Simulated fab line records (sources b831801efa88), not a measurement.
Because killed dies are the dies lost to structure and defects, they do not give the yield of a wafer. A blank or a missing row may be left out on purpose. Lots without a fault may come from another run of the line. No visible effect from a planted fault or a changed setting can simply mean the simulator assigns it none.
Chamber matching    flow sky130    SKY_VIA3_CMP_02 on cmp-02 has 4 sister chambers
The step polishes SiO2. 8 wafers are shown with their chamber, then 10 later ones without.

== WAFERS PAIRED WITH THEIR CHAMBERS ==
wafer   chamber  motorCurrentA (A)  slurryFilterDpKPa (kPa)
L076.4  0        12.5               13.37
L077.1  0        12.7               13.51
L085.1  3        12.2               13.42
L087.3  2        12.3               13.59
L087.4  3        12.9               13.41
L087.6  1        12.7               13.50
L090.1  2        11.7               13.39
L090.2  1        12.7               13.66

== WAFERS MISSING THEIR CHAMBER ==
wafer   motorCurrentA (A)  slurryFilterDpKPa (kPa)
L090.6  12.3               13.37
L094.2  12.2               13.48
L094.3  12.2               13.46
L094.4  11.5               13.68
L095.4  11.8               13.51
L095.5  12.8               13.31
L095.6  11.8               13.61
L097.2  13.0               13.62
L097.3  11.9               13.38
L097.6  12.1               13.36

== WHICH CHAMBER EACH WENT THROUGH ==
wafer   from the rows above                in truth
L090.6  can't be placed: 3 or 0 or 2 or 1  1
L094.2  can't be placed: 2 or 3 or 0 or 1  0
L094.3  can't be placed: 2 or 3 or 0 or 1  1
L094.4  can't be placed: 2 or 1 or 0 or 3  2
L095.4  can't be placed: 2 or 3 or 0       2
L095.5  can't be placed: 3 or 0 or 1 or 2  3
L095.6  can't be placed: 2 or 1 or 0 or 3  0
L097.2  can't be placed: 1 or 0 or 3       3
L097.3  can't be placed: 2 or 3 or 0 or 1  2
L097.6  can't be placed: 2 or 3 or 0 or 1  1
Correct placement for 0 of the 10. These rows do not allow placing 10 (true chamber among the candidates in 10). 0 placed wrongly.
How it was worked out, from the rows above alone: a wafer's distance from a chamber is the root of the sum, over the readings, of the square of ((its reading less the chamber's mean) divided by the reading's scatter). If the next closest chamber is less than 2 further off than the closest, the wafer can't be placed; otherwise it belongs to the closest. For every chamber, the mean is computed from those of its wafers that are shown. The scatter is the square root of a quotient: the sum, over the shown wafers, of each reading's squared deviation from its chamber's mean, divided by wafers minus chambers.
